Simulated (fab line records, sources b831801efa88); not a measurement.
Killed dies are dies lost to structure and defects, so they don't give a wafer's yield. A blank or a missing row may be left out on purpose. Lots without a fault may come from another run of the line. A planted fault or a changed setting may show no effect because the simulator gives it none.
Which tool did it? | flow gf180mcu | 24 lots, 72 wafers sampled, at 4 steps of a route of 602

WHAT THE GAUGES READ, wafer by wafer
GF_V3_BOW_MEAS_05.
lot  | measured     | on            | V3_BOW (um)
L074 | day 21 12:07 | film_metro-03 | 125 119 115
L075 | day 21 17:29 | film_metro-01 | 115 112 115
L076 | day 22 11:32 | film_metro-04 | 117 113 115
L077 | day 22 18:39 | film_metro-01 | 100 124 107
L078 | day 23 09:42 | film_metro-03 | 127 119 122
L079 | day 23 05:58 | film_metro-03 | 109 110 116
L080 | day 23 17:29 | film_metro-03 | 115 120 113
L081 | day 24 02:07 | film_metro-01 | 112 118 119
L082 | day 24 13:29 | film_metro-03 | 118 114 124
L083 | day 24 20:15 | film_metro-04 | 126 131 123
L084 | day 25 04:07 | film_metro-04 | 114 119 127
L085 | day 25 11:25 | film_metro-03 | 116 138 126
L086 | day 25 17:13 | film_metro-04 | 117 121 110
L087 | day 25 22:51 | film_metro-04 | 119 117 108
L088 | day 26 05:25 | film_metro-04 | 102 98 116
L089 | day 26 12:56 | film_metro-03 | 137 125 128
L090 | day 26 23:10 | film_metro-03 | 120 128 125
L091 | day 27 05:56 | film_metro-03 | 123 106 118
L092 | day 27 12:14 | film_metro-03 | 106 118 121
L093 | day 27 16:10 | film_metro-04 | 109 115 115
L094 | day 28 00:32 | film_metro-03 | 112 117 114
L095 | day 28 09:07 | film_metro-04 | 134 119 121
L096 | day 28 13:55 | film_metro-03 | 115 114 123
L097 | day 28 23:32 | film_metro-04 | 132 124 135

WHICH TOOL RAN EACH LOT (tool, then ch and the chambers of the sampled wafers, then the start)
lot  | GF_STI_STRIP_15                     | GF_DNWELL_STRIP_08                  | GF_V2_SPUTTER_22
L074 | plasma_asher-01 ch 1, day 2 04:16   | plasma_asher-01 ch 0, day 2 21:37   | pvd_sputter-02, day 20 08:55
L075 | plasma_asher-01 ch 0,1, day 2 06:49 | plasma_asher-02 ch 0,1, day 2 23:52 | pvd_sputter-02, day 20 14:34
L076 | plasma_asher-04 ch 0,1, day 2 13:48 | plasma_asher-01 ch 0,1, day 3 07:52 | pvd_sputter-02, day 21 08:54
L077 | plasma_asher-02 ch 0,1, day 2 18:13 | plasma_asher-03 ch 1, day 3 12:13   | pvd_sputter-02, day 21 16:38
L078 | plasma_asher-04 ch 0,1, day 2 21:58 | plasma_asher-03 ch 0,1, day 3 14:56 | pvd_sputter-04, day 22 07:51
L079 | plasma_asher-02 ch 0,1, day 3 03:23 | plasma_asher-02 ch 0,1, day 3 20:40 | pvd_sputter-04, day 22 04:07
L080 | plasma_asher-01 ch 0,1, day 3 08:58 | plasma_asher-03 ch 0,1, day 4 02:31 | pvd_sputter-01, day 22 15:50
L081 | plasma_asher-02 ch 0,1, day 3 13:28 | plasma_asher-01 ch 0,1, day 4 07:01 | pvd_sputter-04, day 23 00:57
L082 | plasma_asher-02 ch 0,1, day 3 18:58 | plasma_asher-03 ch 0,1, day 4 13:10 | pvd_sputter-04, day 23 13:17
L083 | plasma_asher-01 ch 1, day 3 23:49   | plasma_asher-02 ch 1, day 4 17:16   | pvd_sputter-01, day 23 19:47
L084 | plasma_asher-01 ch 0,1, day 4 05:04 | plasma_asher-02 ch 0,1, day 5 00:35 | pvd_sputter-01, day 24 03:40
L085 | plasma_asher-04 ch 0,1, day 4 11:34 | plasma_asher-02 ch 0,1, day 5 06:01 | pvd_sputter-02, day 24 10:52
L086 | plasma_asher-01 ch 0,1, day 4 15:19 | plasma_asher-02 ch 1, day 5 09:53   | pvd_sputter-04, day 24 17:55
L087 | plasma_asher-02 ch 0,1, day 4 19:17 | plasma_asher-03 ch 0,1, day 5 16:01 | pvd_sputter-02, day 24 23:26
L088 | plasma_asher-02 ch 0,1, day 5 02:46 | plasma_asher-02 ch 0,1, day 5 21:49 | pvd_sputter-04, day 25 06:05
L089 | plasma_asher-01 ch 0,1, day 5 06:28 | plasma_asher-03 ch 0,1, day 6 02:09 | pvd_sputter-02, day 25 13:56
L090 | plasma_asher-02 ch 0,1, day 5 12:10 | plasma_asher-02 ch 0,1, day 6 07:53 | pvd_sputter-02, day 25 23:47
L091 | plasma_asher-01 ch 0,1, day 5 18:10 | plasma_asher-02 ch 0,1, day 6 13:16 | pvd_sputter-01, day 26 08:37
L092 | plasma_asher-01 ch 0,1, day 5 22:41 | plasma_asher-02 ch 1, day 6 17:37   | pvd_sputter-04, day 26 13:49
L093 | plasma_asher-02 ch 0,1, day 6 02:46 | plasma_asher-03 ch 0,1, day 6 22:46 | pvd_sputter-04, day 26 18:04
L094 | plasma_asher-02 ch 0,1, day 6 08:31 | plasma_asher-01 ch 0,1, day 7 05:11 | pvd_sputter-04, day 27 01:56
L095 | plasma_asher-04 ch 0,1, day 6 13:25 | plasma_asher-01 ch 0,1, day 7 08:38 | pvd_sputter-02, day 27 11:35
L096 | plasma_asher-04 ch 0,1, day 6 18:26 | plasma_asher-01 ch 0,1, day 7 14:12 | pvd_sputter-02, day 27 16:00
L097 | plasma_asher-04 ch 0,1, day 7 00:49 | plasma_asher-02 ch 0,1, day 7 22:01 | pvd_sputter-04, day 28 01:44
- GF_STI_STRIP_15: strips in O2/N2.
- GF_DNWELL_STRIP_08: strips in O2/N2.
- GF_V2_SPUTTER_22: material TiN, target thk 10 nm, time 40 s.

WHAT THE TOOLS THEMSELVES READ (means of the sampled wafers that have a number; where no wafer has one, the mark that the record gives instead)
GF_STI_STRIP_15.
lot  | tool            | drypump_motor_current_A (A) | heater_power_w (W) | oes_product_au (a.u.) | strip_time_to_endpoint_s (s)
L074 | plasma_asher-01 | 6.2                         | 290                | 0.384                 | 3.68
L075 | plasma_asher-01 | 5.9                         | 352                | 0.380                 | 3.67
L076 | plasma_asher-04 | 5.4                         | 282                | 0.382                 | 3.72
L077 | plasma_asher-02 | 5.2                         | 314                | 0.384                 | 3.74
L078 | plasma_asher-04 | 5.4                         | 296                | 0.387                 | 3.73
L079 | plasma_asher-02 | 5.2                         | 312                | 0.384                 | 3.71
L080 | plasma_asher-01 | 5.9                         | 353                | 0.379                 | 3.66
L081 | plasma_asher-02 | 5.4                         | 334                | 0.386                 | 3.75
L082 | plasma_asher-02 | 5.4                         | 331                | 0.379                 | 3.70
L083 | plasma_asher-01 | 6.2                         | 286                | 0.382                 | 3.71
L084 | plasma_asher-01 | 6.0                         | 322                | 0.385                 | 3.68
L085 | plasma_asher-04 | 5.4                         | 288                | 0.383                 | 3.70
L086 | plasma_asher-01 | 5.9                         | 352                | 0.384                 | 3.72
L087 | plasma_asher-02 | 5.4                         | 330                | 0.373                 | 3.64
L088 | plasma_asher-02 | 5.2                         | 315                | 0.381                 | 3.66
L089 | plasma_asher-01 | 6.0                         | 323                | 0.385                 | 3.73
L090 | plasma_asher-02 | 5.4                         | 327                | 0.380                 | 3.70
L091 | plasma_asher-01 | 5.9                         | 352                | 0.384                 | 3.71
L092 | plasma_asher-01 | 6.0                         | 321                | 0.386                 | 3.76
L093 | plasma_asher-02 | 5.1                         | 317                | 0.387                 | 3.71
L094 | plasma_asher-02 | 5.4                         | 327                | 0.380                 | 3.65
L095 | plasma_asher-04 | 5.4                         | 307                | 0.380                 | 3.72
L096 | plasma_asher-04 | 5.4                         | 290                | 0.381                 | 3.75
L097 | plasma_asher-04 | 5.4                         | 288                | 0.381                 | 3.72

GF_DNWELL_STRIP_08.
lot  | tool            | drypump_motor_current_A (A) | heater_power_w (W) | oes_product_au (a.u.) | strip_time_to_endpoint_s (s)
L074 | plasma_asher-01 | 5.8                         | 386                | 0.726                 | 36.90
L075 | plasma_asher-02 | 5.2                         | 317                | 0.722                 | 36.96
L076 | plasma_asher-01 | 6.0                         | 321                | 0.721                 | 36.88
L077 | plasma_asher-03 | 5.8                         | 288                | 0.724                 | 36.99
L078 | plasma_asher-03 | 5.6                         | 289                | 0.723                 | 36.85
L079 | plasma_asher-02 | 5.4                         | 332                | 0.721                 | 36.82
L080 | plasma_asher-03 | 5.4                         | 298                | 0.723                 | 37.00
L081 | plasma_asher-01 | 5.9                         | 354                | 0.725                 | 36.80
L082 | plasma_asher-03 | 5.4                         | 293                | 0.723                 | 36.82
L083 | plasma_asher-02 | 5.0                         | 305                | 0.722                 | 36.98
L084 | plasma_asher-02 | 5.2                         | 318                | 0.721                 | 37.06
L085 | plasma_asher-02 | 5.2                         | 318                | 0.721                 | 36.88
L086 | plasma_asher-02 | 5.0                         | 297                | 0.719                 | 36.87
L087 | plasma_asher-03 | 5.7                         | 290                | 0.721                 | 36.94
L088 | plasma_asher-02 | 5.4                         | 325                | 0.719                 | 36.97
L089 | plasma_asher-03 | 5.6                         | 291                | 0.722                 | 36.96
L090 | plasma_asher-02 | 5.2                         | 313                | 0.721                 | 37.10
L091 | plasma_asher-02 | 5.2                         | 317                | 0.720                 | 36.83
L092 | plasma_asher-02 | 5.0                         | 298                | 0.723                 | 36.84
L093 | plasma_asher-03 | 5.6                         | 296                | 0.721                 | 36.96
L094 | plasma_asher-01 | 5.9                         | 355                | 0.720                 | 36.86
L095 | plasma_asher-01 | 6.0                         | 327                | 0.723                 | 36.97
L096 | plasma_asher-01 | 5.9                         | 353                | 0.725                 | 36.94
L097 | plasma_asher-02 | 5.2                         | 308                | 0.723                 | 37.00

GF_V2_SPUTTER_22.
lot  | tool           | cathode_dc_power_W (W) | throttle_valve_pct (%)
L074 | pvd_sputter-02 | 4000.4                 | 30.1
L075 | pvd_sputter-02 | 3999.5                 | 30.2
L076 | pvd_sputter-02 | 4000.7                 | 29.9
L077 | pvd_sputter-02 | 3999.9                 | 29.4
L078 | pvd_sputter-04 | 3999.6                 | 30.5
L079 | pvd_sputter-04 | 3999.5                 | 30.5
L080 | pvd_sputter-01 | 4000.3                 | 30.9
L081 | pvd_sputter-04 | 4000.6                 | 30.5
L082 | pvd_sputter-04 | 3999.8                 | 31.4
L083 | pvd_sputter-01 | 4000.4                 | 29.8
L084 | pvd_sputter-01 | 4000.7                 | 30.3
L085 | pvd_sputter-02 | 4000.1                 | 30.1
L086 | pvd_sputter-04 | 4000.4                 | 30.9
L087 | pvd_sputter-02 | 3999.8                 | 30.1
L088 | pvd_sputter-04 | 3999.9                 | 30.9
L089 | pvd_sputter-02 | 3999.9                 | 29.9
L090 | pvd_sputter-02 | 3999.6                 | 30.2
L091 | pvd_sputter-01 | 3999.2                 | 30.5
L092 | pvd_sputter-04 | 4000.3                 | 30.0
L093 | pvd_sputter-04 | 4000.3                 | 30.6
L094 | pvd_sputter-04 | 4000.1                 | 31.2
L095 | pvd_sputter-02 | 3999.8                 | 30.0
L096 | pvd_sputter-02 | 3999.5                 | 29.3
L097 | pvd_sputter-04 | 3999.6                 | 29.7

THE ANSWER, worked out from the rows above alone
Rule: what is usual is taken from the lots themselves. Put in order of their means at a reading, lots are off if they are a third of the lots or fewer, leave a main group of 4 or more, and stand apart from it by a gap of 3 or more times the standard deviation of the main group's means; of several such gaps the widest counts. A main group whose means are all the same, to the digits that the tables above print for the reading, isn't used. A lot without any number at a reading at which 4 lots or more have one is off too. The other lots that the step has rows for count as sound. The gauges are gone through in route order, then the tools' own readings, and for those a lot's mean is taken as printed above. The first step at which some lot is off is used, and at that step the reading that is off furthest; a lot without a number counts as furthest.
No lot is off at any reading shown: from this, nothing can be told.

WHAT THE SIMULATOR HAD PUT IN
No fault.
